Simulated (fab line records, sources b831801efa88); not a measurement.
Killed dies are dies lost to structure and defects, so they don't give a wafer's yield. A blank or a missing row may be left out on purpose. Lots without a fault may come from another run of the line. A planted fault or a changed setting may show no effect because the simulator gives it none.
Which tool did it? | flow sky130 | 12 lots, 36 wafers sampled, at 5 steps of a route of 708

WHAT THE GAUGES READ, wafer by wafer
SKY_LI_CONTACT_THK_MEAS_23: measures by xrf.
lot  | measured     | on            | LI_CONTACT_W_THK (nm)
L738 | day 29 05:13 | film_metro-04 | 418 417 403
L739 | day 29 07:51 | film_metro-02 | 426 426 424
L740 | day 29 21:38 | film_metro-04 | 411 412 413
L741 | day 30 04:57 | film_metro-04 | 411 396 407
L743 | day 30 20:41 | film_metro-04 | 393 396 399
L744 | day 31 05:34 | film_metro-04 | 406 411 405
L745 | day 31 13:48 | film_metro-04 | 419 399 415
L754 | day 34 14:37 | film_metro-02 | 423 422 422
L757 | day 36 22:54 | film_metro-04 | 403 408 413
L758 | day 37 00:02 | film_metro-04 | 410 409 411
L756 | day 37 01:43 | film_metro-03 | 412 414 406
L759 | day 37 06:23 | film_metro-04 | 411 406 405

WHICH TOOL RAN EACH LOT (tool, then ch and the chambers of the sampled wafers, then the start)
lot  | SKY_LI_CONTACT_ETCH_15             | SKY_LI_CONTACT_STRIP_16              | SKY_LI_CONTACT_SPUTTER_19    | SKY_LI_CONTACT_SPUTTER_20
L738 | rie_diel-03 ch 0,2,3, day 29 04:26 | plasma_asher-01 ch 0,1, day 29 04:33 | pvd_sputter-02, day 29 04:49 | pvd_sputter-02, day 29 04:53
L739 | rie_diel-01 ch 0,1, day 29 07:05   | plasma_asher-04 ch 0,1, day 29 07:10 | pvd_sputter-01, day 29 07:28 | pvd_sputter-01, day 29 07:32
L740 | rie_diel-01 ch 0,1,2, day 29 20:53 | plasma_asher-04 ch 0,1, day 29 20:58 | pvd_sputter-02, day 29 21:16 | pvd_sputter-02, day 29 21:20
L741 | rie_diel-01 ch 1,3, day 30 04:11   | plasma_asher-03 ch 1, day 30 04:16   | pvd_sputter-01, day 30 04:34 | pvd_sputter-01, day 30 04:38
L743 | rie_diel-02 ch 1,3, day 30 19:55   | plasma_asher-01 ch 0,1, day 30 20:00 | pvd_sputter-01, day 30 20:18 | pvd_sputter-01, day 30 20:23
L744 | rie_diel-03 ch 2,3, day 31 04:46   | plasma_asher-01 ch 0,1, day 31 04:53 | pvd_sputter-01, day 31 05:10 | pvd_sputter-01, day 31 05:14
L745 | rie_diel-01 ch 0,1,2, day 31 13:01 | plasma_asher-03 ch 0,1, day 31 13:08 | pvd_sputter-04, day 31 13:24 | pvd_sputter-04, day 31 13:29
L754 | rie_diel-03 ch 0,1,2, day 34 13:50 | plasma_asher-01 ch 0,1, day 34 13:55 | pvd_sputter-01, day 34 14:14 | pvd_sputter-01, day 34 14:19
L757 | rie_diel-01 ch 0,1,3, day 36 22:07 | plasma_asher-01 ch 0,1, day 36 22:14 | pvd_sputter-01, day 36 22:30 | pvd_sputter-01, day 36 22:35
L758 | rie_diel-01 ch 1,2,3, day 36 23:16 | plasma_asher-04 ch 1, day 36 23:22   | pvd_sputter-01, day 36 23:39 | pvd_sputter-01, day 36 23:44
L756 | rie_diel-01 ch 0,1, day 37 00:56   | plasma_asher-04 ch 0,1, day 37 01:01 | pvd_sputter-01, day 37 01:19 | pvd_sputter-01, day 37 01:23
L759 | rie_diel-02 ch 1,2,3, day 37 05:37 | plasma_asher-01 ch 0,1, day 37 05:43 | pvd_sputter-02, day 37 06:00 | pvd_sputter-02, day 37 06:05
- SKY_LI_CONTACT_ETCH_15: etches PSG in C4F8/O2/Ar, stops on Si, target depth 600 nm.
- SKY_LI_CONTACT_STRIP_16: strips in O2/N2.
- SKY_LI_CONTACT_SPUTTER_19: material Ti, target thk 20 nm, time 106.37 s.
- SKY_LI_CONTACT_SPUTTER_20: material TiN, target thk 20 nm, time 80 s.

WHAT THE TOOLS THEMSELVES READ (means of the sampled wafers that have a number; where no wafer has one, the mark that the record gives instead)
SKY_LI_CONTACT_ETCH_15.
lot  | tool        | oes_product_au (a.u.) | rf_fwd_power_W (W)
L738 | rie_diel-03 | 0.835                 | 1494
L739 | rie_diel-01 | 0.840                 | 1491
L740 | rie_diel-01 | 0.838                 | 1495
L741 | rie_diel-01 | 0.839                 | 1491
L743 | rie_diel-02 | 0.831                 | 1489
L744 | rie_diel-03 | 0.835                 | 1494
L745 | rie_diel-01 | 0.840                 | 1488
L754 | rie_diel-03 | 0.833                 | 1490
L757 | rie_diel-01 | 0.830                 | 1493
L758 | rie_diel-01 | 0.838                 | 1493
L756 | rie_diel-01 | 0.840                 | 1492
L759 | rie_diel-02 | 0.832                 | 1494

SKY_LI_CONTACT_STRIP_16.
lot  | tool            | drypump_motor_current_A (A) | oes_product_au (a.u.) | strip_time_to_endpoint_s (s)
L738 | plasma_asher-01 | 6.0                         | 0.372                 | 3.48
L739 | plasma_asher-04 | 6.1                         | 0.373                 | 3.47
L740 | plasma_asher-04 | 5.7                         | 0.374                 | 3.46
L741 | plasma_asher-03 | 5.5                         | 0.375                 | 3.46
L743 | plasma_asher-01 | 6.3                         | 0.378                 | 3.51
L744 | plasma_asher-01 | 6.0                         | 0.376                 | 3.52
L745 | plasma_asher-03 | 5.9                         | 0.377                 | 3.44
L754 | plasma_asher-01 | 6.2                         | 0.383                 | 3.63
L757 | plasma_asher-01 | 6.3                         | 0.375                 | 3.49
L758 | plasma_asher-04 | 5.4                         | 0.376                 | 3.45
L756 | plasma_asher-04 | 6.1                         | 0.373                 | 3.44
L759 | plasma_asher-01 | 6.3                         | 0.376                 | 3.50

SKY_LI_CONTACT_SPUTTER_19.
lot  | tool           | substrate_temp_c (C) | throttle_valve_pct (%)
L738 | pvd_sputter-02 | 200.00               | 29.8
L739 | pvd_sputter-01 | 200.16               | 30.6
L740 | pvd_sputter-02 | 199.98               | 30.0
L741 | pvd_sputter-01 | 200.05               | 29.6
L743 | pvd_sputter-01 | 200.01               | 30.2
L744 | pvd_sputter-01 | 199.97               | 31.0
L745 | pvd_sputter-04 | 199.76               | 30.3
L754 | pvd_sputter-01 | 199.98               | 30.1
L757 | pvd_sputter-01 | 199.99               | 30.1
L758 | pvd_sputter-01 | 199.90               | 29.9
L756 | pvd_sputter-01 | 200.04               | 31.2
L759 | pvd_sputter-02 | 200.16               | 30.0

SKY_LI_CONTACT_SPUTTER_20.
lot  | tool           | throttle_valve_pct (%)
L738 | pvd_sputter-02 | 29.7
L739 | pvd_sputter-01 | 30.6
L740 | pvd_sputter-02 | 30.1
L741 | pvd_sputter-01 | 29.9
L743 | pvd_sputter-01 | 30.2
L744 | pvd_sputter-01 | 31.0
L745 | pvd_sputter-04 | 30.4
L754 | pvd_sputter-01 | 30.2
L757 | pvd_sputter-01 | 30.2
L758 | pvd_sputter-01 | 30.1
L756 | pvd_sputter-01 | 31.1
L759 | pvd_sputter-02 | 30.0

THE ANSWER, worked out from the rows above alone
Rule: what is usual is taken from the lots themselves. Put in order of their means at a reading, lots are off if they are a third of the lots or fewer, leave a main group of 4 or more, and stand apart from it by a gap of 3 or more times the standard deviation of the main group's means; of several such gaps the widest counts. A main group whose means are all the same, to the digits that the tables above print for the reading, isn't used. A lot without any number at a reading at which 4 lots or more have one is off too. The other lots that the step has rows for count as sound. The gauges are gone through in route order, then the tools' own readings, and for those a lot's mean is taken as printed above. The first step at which some lot is off is used, and at that step the reading that is off furthest; a lot without a number counts as furthest.
Off: L754, at SKY_LI_CONTACT_STRIP_16 (strip_time_to_endpoint_s). The main group: mean 3.47 s, standard deviation 0.026.
A tool fits if, at that step or a process step before it, it ran every lot that is off, and no sound lot after the first of them. One fits: rie_diel-03 at SKY_LI_CONTACT_ETCH_15. Its last sound lot is L744 (day 31 04:46), its first lot that is off L754 (day 34 13:50): a fault that began between those two fits.

WHAT THE SIMULATOR HAD PUT IN
Process parameter drift: rie_diel-03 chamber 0, from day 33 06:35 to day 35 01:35, at SKY_LI_CONTACT_ETCH_15. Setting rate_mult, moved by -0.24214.
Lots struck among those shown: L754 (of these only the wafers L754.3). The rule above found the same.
